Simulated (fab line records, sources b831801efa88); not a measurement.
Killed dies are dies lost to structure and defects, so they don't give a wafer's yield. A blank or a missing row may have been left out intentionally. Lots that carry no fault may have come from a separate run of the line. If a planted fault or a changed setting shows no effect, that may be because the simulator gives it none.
fab line records :: flow sky130
record
  lots=7
  wafers=21
  lastDay=50
route steps=708 shown LDD_HVP@283 LDD_LDN@289
lots that met no fault: taken from a fault-free run of the same line
startH: the number of hours between the record's first day and the start of the first shown wafer of the lot :: waitH: hours since the lot's step before :: " unchanged from the row above :: L1.1+2: several wafers, shown together as one row :: - either no value or no given start :: * or withheld: withheld :: < > ~ a bound
route shown NAME@n: names a module that has steps shown in the file, with the first one's number in the route :: usual: mean and standard deviation over wafers with no fault :: same: alike in all rows :: chamber/n: place in a boat :: sites: the reading at each site :: _std_site: how widely they spread, as a standard deviation :: _edge_site: outer sites' mean less inner sites' :: radiusMm: how far each site lies from the wafer's centre :: mask NAME#n: copy n :: behind: the most recent tool/chamber to have shaped the wafer :: hold: what put the lot on hold/how long, in hours/how the hold closed :: device: which transistor (n, p or np) failed to switch :: end of line: tests of these same wafers at the route's end :: for a step that has no rows: nothing shown but its recipe :: killed: the dies lost at the first sort to structure and to defects; this is not the yield of the wafer :: map: per-die view of a wafer (x killed, . not killed, _ where there is no die)
set.NAME: the setting the step ran with; set.NAME@STEP: the setting that earlier step ran with :: model.NAME: the simulator's own value behind a step, which no gauge read
lots at some steps of the route; a table a step, a row a wafer
services: from which hour (startH, from the record's first day; less than 0 if before it) a tool's chamber was out of use, for how many hours, and why
## steps
# step SKY_LDD_HVP_PEB_05
# recipe
  tempC=withheld
  timeS=*
  resist=NOVOLAK
# step SKY_LDD_HVP_DEVELOP_06
# recipe
  resist=NOVOLAK
  developer=TMAH
  developTimeS=60
  devTempC=23
# step SKY_LDD_HVP_OVL_MEAS_07
# usual
  LDD_HVP_OVL=0.0/1.2
lot.wafer: L118.1
tool: overlay-02
chamber: -
startH: 556.89
waitH: 0.1
LDD_HVP_OVL[nm]: 1.0

lot.wafer: L118.3
tool: overlay-02
chamber: -
startH: 556.89
waitH: 0.1
LDD_HVP_OVL[nm]: 0.6

lot.wafer: L118.4
tool: overlay-02
chamber: -
startH: 556.89
waitH: 0.1
LDD_HVP_OVL[nm]: 0.3

lot.wafer: L123.1
tool: overlay-02
chamber: -
startH: 593.44
waitH: 0.1
LDD_HVP_OVL[nm]: 0.0

lot.wafer: L123.3
tool: overlay-02
chamber: -
startH: 593.44
waitH: 0.1
LDD_HVP_OVL[nm]: 0.6

lot.wafer: L123.6
tool: overlay-02
chamber: -
startH: 593.44
waitH: 0.1
LDD_HVP_OVL[nm]: 0.1

lot.wafer: L126.1
tool: overlay-01
chamber: -
startH: 604.56
waitH: 0.1
LDD_HVP_OVL[nm]: 0.2

lot.wafer: L126.2
tool: overlay-01
chamber: -
startH: 604.56
waitH: 0.1
LDD_HVP_OVL[nm]: 2.7

lot.wafer: L126.6
tool: overlay-01
chamber: -
startH: 604.56
waitH: 0.1
LDD_HVP_OVL[nm]: 0.4

lot.wafer: L132.3
tool: overlay-02
chamber: -
startH: 653.47
waitH: 0.1
LDD_HVP_OVL[nm]: -2.1

lot.wafer: L132.5
tool: overlay-02
chamber: -
startH: 653.47
waitH: 0.1
LDD_HVP_OVL[nm]: -2.8

lot.wafer: L132.6
tool: overlay-02
chamber: -
startH: 653.47
waitH: 0.1
LDD_HVP_OVL[nm]: -1.7

lot.wafer: L133.2
tool: overlay-02
chamber: -
startH: 663.12
waitH: 0.1
LDD_HVP_OVL[nm]: 0.0

lot.wafer: L133.4
tool: overlay-02
chamber: -
startH: 663.12
waitH: 0.1
LDD_HVP_OVL[nm]: -1.2

lot.wafer: L133.5
tool: overlay-02
chamber: -
startH: 663.12
waitH: 0.1
LDD_HVP_OVL[nm]: 1.5

lot.wafer: L135.2
tool: overlay-02
chamber: -
startH: 677.60
waitH: 0.1
LDD_HVP_OVL[nm]: 0.2

lot.wafer: L135.3
tool: overlay-02
chamber: -
startH: 677.60
waitH: 0.1
LDD_HVP_OVL[nm]: 0.9

lot.wafer: L135.4
tool: overlay-02
chamber: -
startH: 677.60
waitH: 0.1
LDD_HVP_OVL[nm]: -0.8

lot.wafer: L137.1
tool: overlay-02
chamber: -
startH: 680.31
waitH: 0.1
LDD_HVP_OVL[nm]: -2.6

lot.wafer: L137.4
tool: overlay-02
chamber: -
startH: 680.31
waitH: 0.1
LDD_HVP_OVL[nm]: -2.2

lot.wafer: L137.5
tool: overlay-02
chamber: -
startH: 680.31
waitH: 0.1
LDD_HVP_OVL[nm]: -1.3
# step SKY_LDD_HVP_IMPLANT_08
# recipe
  species=B
  energyKev=20
  doseCm2=1.7e+13
  tiltDeg=17.9
# step SKY_LDD_HVP_STRIP_09
# recipe
  chemistry=O2/N2
  powerW=1400
  pressureMtorr=1500
  platenTempC=withheld
  o2FlowSccm=3000
  n2FlowSccm=300
  overashFraction=0.5
# usual
  drypumpMotorCurrentA=5.6/0.59
  oesProductAu=0.408/0.005
  stripTimeToEndpointS=4.134/0.013
lot.wafer: L118.1
tool: plasmaAsher-01
chamber: 1
startH: 557.08
waitH: 0.1
drypumpMotorCurrentA: 4.9
oesProductAu: 0.411
rfHoursCounterH: 13
stripTimeToEndpointS: 4.119

lot.wafer: L118.3
tool: plasmaAsher-01
chamber: 0
startH: 557.08
waitH: 0.1
drypumpMotorCurrentA: 5.8
oesProductAu: 0.401
rfHoursCounterH: -
stripTimeToEndpointS: 4.142

lot.wafer: L118.4
tool: plasmaAsher-01
chamber: 1
startH: 557.08
waitH: 0.1
drypumpMotorCurrentA: 4.9
oesProductAu: 0.405
rfHoursCounterH: -
stripTimeToEndpointS: 4.145

lot.wafer: L123.1
tool: plasmaAsher-02
chamber: 0
startH: 593.63
waitH: 0.1
drypumpMotorCurrentA: 6.6
oesProductAu: 0.406
rfHoursCounterH: 49
stripTimeToEndpointS: 4.129

lot.wafer: L123.3
tool: plasmaAsher-02
chamber: 1
startH: 593.63
waitH: 0.1
drypumpMotorCurrentA: 5.7
oesProductAu: 0.410
rfHoursCounterH: -
stripTimeToEndpointS: 4.133

lot.wafer: L123.6
tool: plasmaAsher-02
chamber: 0
startH: 593.63
waitH: 0.1
drypumpMotorCurrentA: 6.6
oesProductAu: 0.404
rfHoursCounterH: -
stripTimeToEndpointS: 4.127

lot.wafer: L126.1
tool: plasmaAsher-02
chamber: 0
startH: 604.74
waitH: 0.1
drypumpMotorCurrentA: 6.7
oesProductAu: 0.407
rfHoursCounterH: 51
stripTimeToEndpointS: 4.132

lot.wafer: L126.2
tool: plasmaAsher-02
chamber: 1
startH: 604.74
waitH: 0.1
drypumpMotorCurrentA: 5.7
oesProductAu: 0.399
rfHoursCounterH: 51
stripTimeToEndpointS: 4.131

lot.wafer: L126.6
tool: plasmaAsher-02
chamber: 1
startH: 604.74
waitH: 0.1
drypumpMotorCurrentA: 5.7
oesProductAu: 0.403
rfHoursCounterH: -
stripTimeToEndpointS: 4.110

lot.wafer: L132.3
tool: plasmaAsher-02
chamber: 0
startH: 653.68
waitH: 0.1
drypumpMotorCurrentA: 6.7
oesProductAu: 0.407
rfHoursCounterH: -
stripTimeToEndpointS: 4.139

lot.wafer: L132.5
tool: plasmaAsher-02
chamber: 1
startH: 653.68
waitH: 0.1
drypumpMotorCurrentA: 5.7
oesProductAu: 0.417
rfHoursCounterH: -
stripTimeToEndpointS: 4.136

lot.wafer: L132.6
tool: plasmaAsher-02
chamber: 0
startH: 653.68
waitH: 0.1
drypumpMotorCurrentA: 6.6
oesProductAu: 0.416
rfHoursCounterH: -
stripTimeToEndpointS: 4.132

lot.wafer: L133.2
tool: plasmaAsher-01
chamber: 1
startH: 663.30
waitH: 0.1
drypumpMotorCurrentA: 4.9
oesProductAu: 0.411
rfHoursCounterH: 26
stripTimeToEndpointS: 4.120

lot.wafer: L133.4
tool: plasmaAsher-01
chamber: 0
startH: 663.30
waitH: 0.1
drypumpMotorCurrentA: 5.8
oesProductAu: 0.414
rfHoursCounterH: -
stripTimeToEndpointS: 4.140

lot.wafer: L133.5
tool: plasmaAsher-01
chamber: 1
startH: 663.30
waitH: 0.1
drypumpMotorCurrentA: 4.9
oesProductAu: 0.412
rfHoursCounterH: -
stripTimeToEndpointS: 4.139

lot.wafer: L135.2
tool: plasmaAsher-01
chamber: 1
startH: 677.78
waitH: 0.1
drypumpMotorCurrentA: 5.0
oesProductAu: 0.404
rfHoursCounterH: 27
stripTimeToEndpointS: 4.128

lot.wafer: L135.3
tool: plasmaAsher-01
chamber: 0
startH: 677.78
waitH: 0.1
drypumpMotorCurrentA: 5.8
oesProductAu: 0.412
rfHoursCounterH: -
stripTimeToEndpointS: 4.129

lot.wafer: L135.4
tool: plasmaAsher-01
chamber: 1
startH: 677.78
waitH: 0.1
drypumpMotorCurrentA: 4.9
oesProductAu: 0.406
rfHoursCounterH: -
stripTimeToEndpointS: 4.135

lot.wafer: L137.1
tool: plasmaAsher-01
chamber: 0
startH: 680.50
waitH: 0.1
drypumpMotorCurrentA: 5.7
oesProductAu: 0.404
rfHoursCounterH: 27
stripTimeToEndpointS: 4.144

lot.wafer: L137.4
tool: plasmaAsher-01
chamber: 1
startH: 680.50
waitH: 0.1
drypumpMotorCurrentA: 4.9
oesProductAu: 0.413
rfHoursCounterH: -
stripTimeToEndpointS: 4.140

lot.wafer: L137.5
tool: plasmaAsher-01
chamber: 0
startH: 680.50
waitH: 0.1
drypumpMotorCurrentA: 5.7
oesProductAu: 0.405
rfHoursCounterH: -
stripTimeToEndpointS: 4.138
# step SKY_LDD_HVP_TW_MEAS_10
# usual
  LDD_HVP_TW=451/5.5
lot.wafer: L118.1
tool: filmMetro-04
chamber: -
startH: 557.18
waitH: 0.1
LDD_HVP_TW: 443

lot.wafer: L118.3
tool: filmMetro-04
chamber: -
startH: 557.18
waitH: 0.1
LDD_HVP_TW: 447

lot.wafer: L118.4
tool: filmMetro-04
chamber: -
startH: 557.18
waitH: 0.1
LDD_HVP_TW: 442

lot.wafer: L123.1
tool: filmMetro-02
chamber: -
startH: 593.73
waitH: 0.1
LDD_HVP_TW: 452

lot.wafer: L123.3
tool: filmMetro-02
chamber: -
startH: 593.73
waitH: 0.1
LDD_HVP_TW: 452

lot.wafer: L123.6
tool: filmMetro-02
chamber: -
startH: 593.73
waitH: 0.1
LDD_HVP_TW: 455

lot.wafer: L126.1
tool: filmMetro-01
chamber: -
startH: 604.84
waitH: 0.1
LDD_HVP_TW: 455

lot.wafer: L126.2
tool: filmMetro-01
chamber: -
startH: 604.84
waitH: 0.1
LDD_HVP_TW: 455

lot.wafer: L126.6
tool: filmMetro-01
chamber: -
startH: 604.84
waitH: 0.1
LDD_HVP_TW: 454

lot.wafer: L132.3
tool: filmMetro-01
chamber: -
startH: 653.77
waitH: 0.1
LDD_HVP_TW: 456

lot.wafer: L132.5
tool: filmMetro-01
chamber: -
startH: 653.77
waitH: 0.1
LDD_HVP_TW: 456

lot.wafer: L132.6
tool: filmMetro-01
chamber: -
startH: 653.77
waitH: 0.1
LDD_HVP_TW: 460

lot.wafer: L133.2
tool: filmMetro-04
chamber: -
startH: 663.41
waitH: 0.1
LDD_HVP_TW: 447

lot.wafer: L133.4
tool: filmMetro-04
chamber: -
startH: 663.41
waitH: 0.1
LDD_HVP_TW: 445

lot.wafer: L133.5
tool: filmMetro-04
chamber: -
startH: 663.41
waitH: 0.1
LDD_HVP_TW: 443

lot.wafer: L135.2
tool: filmMetro-04
chamber: -
startH: 677.89
waitH: 0.1
LDD_HVP_TW: 449

lot.wafer: L135.3
tool: filmMetro-04
chamber: -
startH: 677.89
waitH: 0.1
LDD_HVP_TW: 448

lot.wafer: L135.4
tool: filmMetro-04
chamber: -
startH: 677.89
waitH: 0.1
LDD_HVP_TW: 446

lot.wafer: L137.1
tool: filmMetro-02
chamber: -
startH: 680.60
waitH: 0.1
LDD_HVP_TW: 452

lot.wafer: L137.4
tool: filmMetro-02
chamber: -
startH: 680.60
waitH: 0.1
LDD_HVP_TW: 452

lot.wafer: L137.5
tool: filmMetro-02
chamber: -
startH: 680.60
waitH: 0.1
LDD_HVP_TW: 452
# step SKY_LDD_LDN_DEHYDRATE_00
# recipe
  tempC=200
  timeS=60
# step SKY_LDD_LDN_HMDS_01
# recipe
  primeTimeS=60
  primeTempC=120
# step SKY_LDD_LDN_COAT_02
# recipe
  resist=NOVOLAK
  spinRpm=3000
  resistThkNm=1140
# step SKY_LDD_LDN_SOFTBAKE_03
# recipe
  tempC=90
  timeS=60
  resist=NOVOLAK
# step SKY_LDD_LDN_EXPOSE_04
# recipe
  maskId=LDNTM
  na=0.6
  sourceShape=conventional
  sigmaOuter=0.6
  polarization=unpolarized
  targetCdNm=700
  doseMj=140
# step SKY_LDD_LDN_PEB_05
# recipe
  tempC=withheld
  timeS=*
  resist=NOVOLAK
# step SKY_LDD_LDN_DEVELOP_06
# recipe
  resist=NOVOLAK
  developer=TMAH
  developTimeS=60
  devTempC=23
lot.wafer: L118.1+3+4
tool: lithoTrack-01
chamber: 0
startH: 586.37
waitH: 0.1

lot.wafer: L123.1+3+6
tool: lithoTrack-04
chamber: 0
startH: 622.96
waitH: 0.1

lot.wafer: L126.1+2+6
tool: lithoTrack-02
chamber: 0
startH: 633.56
waitH: 0.1

lot.wafer: L132.3+5+6
tool: lithoTrack-04
chamber: 0
startH: 681.41
waitH: 0.1

lot.wafer: L133.2+4+5
tool: lithoTrack-04
chamber: 0
startH: 691.24
waitH: 0.1

lot.wafer: L135.2+3+4
tool: lithoTrack-04
chamber: 0
startH: 705.19
waitH: 0.1

lot.wafer: L137.1+4+5
tool: lithoTrack-02
chamber: 0
startH: 707.16
waitH: 0.1
# step SKY_LDD_LDN_OVL_MEAS_07
# usual
  LDD_LDN_OVL=-0.1/1.3
lot.wafer: L118.1
tool: overlay-01
chamber: -
startH: 586.52
waitH: 0.1
LDD_LDN_OVL[nm]: -1.3

lot.wafer: L118.3
tool: overlay-01
chamber: -
startH: 586.52
waitH: 0.1
LDD_LDN_OVL[nm]: -1.1

lot.wafer: L118.4
tool: overlay-01
chamber: -
startH: 586.52
waitH: 0.1
LDD_LDN_OVL[nm]: -1.5

lot.wafer: L123.1
tool: overlay-02
chamber: -
startH: 623.11
waitH: 0.1
LDD_LDN_OVL[nm]: -0.7

lot.wafer: L123.3
tool: overlay-02
chamber: -
startH: 623.11
waitH: 0.1
LDD_LDN_OVL[nm]: 1.2

lot.wafer: L123.6
tool: overlay-02
chamber: -
startH: 623.11
waitH: 0.1
LDD_LDN_OVL[nm]: -0.4

lot.wafer: L126.1
tool: overlay-02
chamber: -
startH: 633.71
waitH: 0.1
LDD_LDN_OVL[nm]: -0.8

lot.wafer: L126.2
tool: overlay-02
chamber: -
startH: 633.71
waitH: 0.1
LDD_LDN_OVL[nm]: -0.8

lot.wafer: L126.6
tool: overlay-02
chamber: -
startH: 633.71
waitH: 0.1
LDD_LDN_OVL[nm]: -0.8

lot.wafer: L132.3
tool: overlay-01
chamber: -
startH: 681.52
waitH: 0.1
LDD_LDN_OVL[nm]: 0.9

lot.wafer: L132.5
tool: overlay-01
chamber: -
startH: 681.52
waitH: 0.1
LDD_LDN_OVL[nm]: 0.3

lot.wafer: L132.6
tool: overlay-01
chamber: -
startH: 681.52
waitH: 0.1
LDD_LDN_OVL[nm]: 1.0

lot.wafer: L133.2
tool: overlay-02
chamber: -
startH: 691.37
waitH: 0.1
LDD_LDN_OVL[nm]: 1.3

lot.wafer: L133.4
tool: overlay-02
chamber: -
startH: 691.37
waitH: 0.1
LDD_LDN_OVL[nm]: 0.9

lot.wafer: L133.5
tool: overlay-02
chamber: -
startH: 691.37
waitH: 0.1
LDD_LDN_OVL[nm]: 1.7

lot.wafer: L135.2
tool: overlay-01
chamber: -
startH: 705.32
waitH: 0.1
LDD_LDN_OVL[nm]: 1.9

lot.wafer: L135.3
tool: overlay-01
chamber: -
startH: 705.32
waitH: 0.1
LDD_LDN_OVL[nm]: 2.9

lot.wafer: L135.4
tool: overlay-01
chamber: -
startH: 705.32
waitH: 0.1
LDD_LDN_OVL[nm]: 2.3

lot.wafer: L137.1
tool: overlay-02
chamber: -
startH: 707.31
waitH: 0.1
LDD_LDN_OVL[nm]: 1.4

lot.wafer: L137.4
tool: overlay-02
chamber: -
startH: 707.31
waitH: 0.1
LDD_LDN_OVL[nm]: 0.7

lot.wafer: L137.5
tool: overlay-02
chamber: -
startH: 707.31
waitH: 0.1
LDD_LDN_OVL[nm]: 1.0
# step SKY_LDD_LDN_IMPLANT_08
# recipe
  species=As
  energyKev=15
  doseCm2=1.25e+13
  tiltDeg=withheld
  rotationDeg=23
# step SKY_LDD_LDN_IMPLANT_09
# recipe
  species=As
  energyKev=15
  doseCm2=1.25e+13
  tiltDeg=withheld
  rotationDeg=113
# step SKY_LDD_LDN_IMPLANT_10
# recipe
  species=As
  energyKev=15
  doseCm2=1.25e+13
  tiltDeg=withheld
  rotationDeg=203
# step SKY_LDD_LDN_IMPLANT_11
# recipe
  species=As
  energyKev=15
  doseCm2=1.25e+13
  tiltDeg=withheld
  rotationDeg=293
# step SKY_LDD_LDN_STRIP_12
# recipe
  chemistry=O2/N2
  powerW=1400
  pressureMtorr=1500
  platenTempC=withheld
  o2FlowSccm=3000
  n2FlowSccm=300
  overashFraction=0.5
# usual
  drypumpMotorCurrentA=5.7/0.57
  oesProductAu=0.715/0.0049
  stripTimeToEndpointS=14.17/0.034
lot.wafer: L118.1
tool: plasmaAsher-02
chamber: 1
startH: 587.21
waitH: 0.2
drypumpMotorCurrentA: 5.7
oesProductAu: 0.719
rfHoursCounterH: 48
stripTimeToEndpointS: 14.20

lot.wafer: L118.3
tool: plasmaAsher-02
chamber: 0
startH: 587.21
waitH: 0.2
drypumpMotorCurrentA: 6.6
oesProductAu: 0.718
rfHoursCounterH: -
stripTimeToEndpointS: 14.16

lot.wafer: L118.4
tool: plasmaAsher-02
chamber: 1
startH: 587.21
waitH: 0.2
drypumpMotorCurrentA: 5.7
oesProductAu: 0.715
rfHoursCounterH: -
stripTimeToEndpointS: 14.17

lot.wafer: L123.1
tool: plasmaAsher-01
chamber: 1
startH: 623.75
waitH: 0.1
drypumpMotorCurrentA: 4.9
oesProductAu: 0.723
rfHoursCounterH: 21
stripTimeToEndpointS: 14.15

lot.wafer: L123.3
tool: plasmaAsher-01
chamber: 0
startH: 623.75
waitH: 0.1
drypumpMotorCurrentA: 5.8
oesProductAu: 0.717
rfHoursCounterH: -
stripTimeToEndpointS: 14.20

lot.wafer: L123.6
tool: plasmaAsher-01
chamber: 0
startH: 623.75
waitH: 0.1
drypumpMotorCurrentA: 5.8
oesProductAu: 0.722
rfHoursCounterH: -
stripTimeToEndpointS: 14.21

lot.wafer: L126.1
tool: plasmaAsher-01
chamber: 0
startH: 634.34
waitH: 0.1
drypumpMotorCurrentA: 5.8
oesProductAu: 0.717
rfHoursCounterH: 23
stripTimeToEndpointS: 14.21

lot.wafer: L126.2
tool: plasmaAsher-01
chamber: 1
startH: 634.34
waitH: 0.1
drypumpMotorCurrentA: 4.9
oesProductAu: 0.713
rfHoursCounterH: 23
stripTimeToEndpointS: 14.17

lot.wafer: L126.6
tool: plasmaAsher-01
chamber: 1
startH: 634.34
waitH: 0.1
drypumpMotorCurrentA: 4.9
oesProductAu: 0.710
rfHoursCounterH: -
stripTimeToEndpointS: 14.17

lot.wafer: L132.3
tool: plasmaAsher-01
chamber: 1
startH: 682.18
waitH: 0.1
drypumpMotorCurrentA: 4.9
oesProductAu: 0.725
rfHoursCounterH: -
stripTimeToEndpointS: 14.13

lot.wafer: L132.5
tool: plasmaAsher-01
chamber: 1
startH: 682.18
waitH: 0.1
drypumpMotorCurrentA: 4.9
oesProductAu: 0.724
rfHoursCounterH: -
stripTimeToEndpointS: 14.18

lot.wafer: L132.6
tool: plasmaAsher-01
chamber: 0
startH: 682.18
waitH: 0.1
drypumpMotorCurrentA: 5.8
oesProductAu: 0.710
rfHoursCounterH: -
stripTimeToEndpointS: 14.19

lot.wafer: L133.2
tool: plasmaAsher-03
chamber: 0
startH: 692.00
waitH: 0.1
drypumpMotorCurrentA: 6.2
oesProductAu: 0.724
rfHoursCounterH: 95
stripTimeToEndpointS: 14.13

lot.wafer: L133.4
tool: plasmaAsher-03
chamber: 0
startH: 692.00
waitH: 0.1
drypumpMotorCurrentA: 6.2
oesProductAu: 0.715
rfHoursCounterH: -
stripTimeToEndpointS: 14.12

lot.wafer: L133.5
tool: plasmaAsher-03
chamber: 1
startH: 692.00
waitH: 0.1
drypumpMotorCurrentA: 5.6
oesProductAu: 0.711
rfHoursCounterH: -
stripTimeToEndpointS: 14.15

lot.wafer: L135.2
tool: plasmaAsher-01
chamber: 1
startH: 705.95
waitH: 0.1
drypumpMotorCurrentA: 4.9
oesProductAu: 0.710
rfHoursCounterH: 30
stripTimeToEndpointS: 14.18

lot.wafer: L135.3
tool: plasmaAsher-01
chamber: 0
startH: 705.95
waitH: 0.1
drypumpMotorCurrentA: 5.8
oesProductAu: 0.718
rfHoursCounterH: -
stripTimeToEndpointS: 14.19

lot.wafer: L135.4
tool: plasmaAsher-01
chamber: 1
startH: 705.95
waitH: 0.1
drypumpMotorCurrentA: 4.9
oesProductAu: 0.711
rfHoursCounterH: -
stripTimeToEndpointS: 14.14

lot.wafer: L137.1
tool: plasmaAsher-02
chamber: 1
startH: 707.94
waitH: 0.1
drypumpMotorCurrentA: 5.7
oesProductAu: 0.708
rfHoursCounterH: 58
stripTimeToEndpointS: 14.15

lot.wafer: L137.4
tool: plasmaAsher-02
chamber: 1
startH: 707.94
waitH: 0.1
drypumpMotorCurrentA: 5.7
oesProductAu: 0.714
rfHoursCounterH: -
stripTimeToEndpointS: 14.14

lot.wafer: L137.5
tool: plasmaAsher-02
chamber: 1
startH: 707.94
waitH: 0.1
drypumpMotorCurrentA: 5.7
oesProductAu: 0.721
rfHoursCounterH: -
stripTimeToEndpointS: 14.14
# step SKY_LDD_LDN_TW_MEAS_13
# usual
  LDD_LDN_TW=1453/11
lot.wafer: L118.1
tool: filmMetro-03
chamber: -
startH: 587.31
waitH: 0.1
LDD_LDN_TW: 1463

lot.wafer: L118.3
tool: filmMetro-03
chamber: -
startH: 587.31
waitH: 0.1
LDD_LDN_TW: 1455

lot.wafer: L118.4
tool: filmMetro-03
chamber: -
startH: 587.31
waitH: 0.1
LDD_LDN_TW: 1452

lot.wafer: L123.1
tool: filmMetro-02
chamber: -
startH: 623.85
waitH: 0.1
LDD_LDN_TW: 1461

lot.wafer: L123.3
tool: filmMetro-02
chamber: -
startH: 623.85
waitH: 0.1
LDD_LDN_TW: 1464

lot.wafer: L123.6
tool: filmMetro-02
chamber: -
startH: 623.85
waitH: 0.1
LDD_LDN_TW: 1459

lot.wafer: L126.1
tool: filmMetro-03
chamber: -
startH: 634.44
waitH: 0.1
LDD_LDN_TW: 1465

lot.wafer: L126.2
tool: filmMetro-03
chamber: -
startH: 634.44
waitH: 0.1
LDD_LDN_TW: 1469

lot.wafer: L126.6
tool: filmMetro-03
chamber: -
startH: 634.44
waitH: 0.1
LDD_LDN_TW: 1468

lot.wafer: L132.3
tool: filmMetro-04
chamber: -
startH: 682.27
waitH: 0.1
LDD_LDN_TW: 29

lot.wafer: L132.5
tool: filmMetro-04
chamber: -
startH: 682.27
waitH: 0.1
LDD_LDN_TW: 29

lot.wafer: L132.6
tool: filmMetro-04
chamber: -
startH: 682.27
waitH: 0.1
LDD_LDN_TW: 1444

lot.wafer: L133.2
tool: filmMetro-03
chamber: -
startH: 692.11
waitH: 0.1
LDD_LDN_TW: 1461

lot.wafer: L133.4
tool: filmMetro-03
chamber: -
startH: 692.11
waitH: 0.1
LDD_LDN_TW: 1463

lot.wafer: L133.5
tool: filmMetro-03
chamber: -
startH: 692.11
waitH: 0.1
LDD_LDN_TW: 30

lot.wafer: L135.2
tool: filmMetro-04
chamber: -
startH: 706.06
waitH: 0.1
LDD_LDN_TW: 1436

lot.wafer: L135.3
tool: filmMetro-04
chamber: -
startH: 706.06
waitH: 0.1
LDD_LDN_TW: 29

lot.wafer: L135.4
tool: filmMetro-04
chamber: -
startH: 706.06
waitH: 0.1
LDD_LDN_TW: 1447

lot.wafer: L137.1
tool: filmMetro-03
chamber: -
startH: 708.04
waitH: 0.1
LDD_LDN_TW: 1453

lot.wafer: L137.4
tool: filmMetro-03
chamber: -
startH: 708.04
waitH: 0.1
LDD_LDN_TW: 1461

lot.wafer: L137.5
tool: filmMetro-03
chamber: -
startH: 708.04
waitH: 0.1
LDD_LDN_TW: 1457
# step SKY_LDD_LDN_CLEAN_14
# recipe
  chemistry=SC1/SC2
  mix=1:4:20
  tempC=70
  timeS=150
  dry=n2Spin
## services
tool: plasmaAsher-03
chamber: -
startH: 547.99
hours: 54.4
kind: pm

tool: plasmaAsher-02
chamber: -
startH: 605.16
hours: 0.5
kind: repair

tool: plasmaAsher-02
chamber: -
startH: 621.26
hours: 28.1
kind: pm

tool: plasmaAsher-03
chamber: -
startH: 679.06
hours: 3.1
kind: repair

tool: plasmaAsher-02
chamber: -
startH: 692.86
hours: 2.8
kind: pm
## key
firstSign
  step=SKY_LDD_LDN_TW_MEAS_13
  reading=LDD_LDN_TW
  direction=down
  sigmas=99+
  usual=1453
  struck=29
effect none on later readings
metAt SKY_LDD_LDN_DEVELOP_06
struckWafers L132.3,L132.5,L133.5,L135.3
sortLeftOut L132.3,L132.5,L133.5,L135.3
testerLeftOut L132,L133,L135
onsetBetween 622.96 681.41
fault
  kind=processParameterDrift
  tool=lithoTrack-04
  chamber=-
  onsetH=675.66
  steps=SKY_LDD_LDN_DEVELOP_06
  channel=developTimeS
  offset=*
  shape=step
  endH=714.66
  scope=struckWafersOnly
  actsIn=*
  stated=*
# testerLeftOut: of these lots the tester's yield and bins aren't shown, on N5 and GAA mostly nor the transistor test; their killed dies are dies lost to structure and defects alone, not to doping, threshold or leakage, so they don't give the yield
# sortLeftOut: the simulated sort isn't trusted on such a fault, so these wafers' sort isn't shown, and their yield isn't known
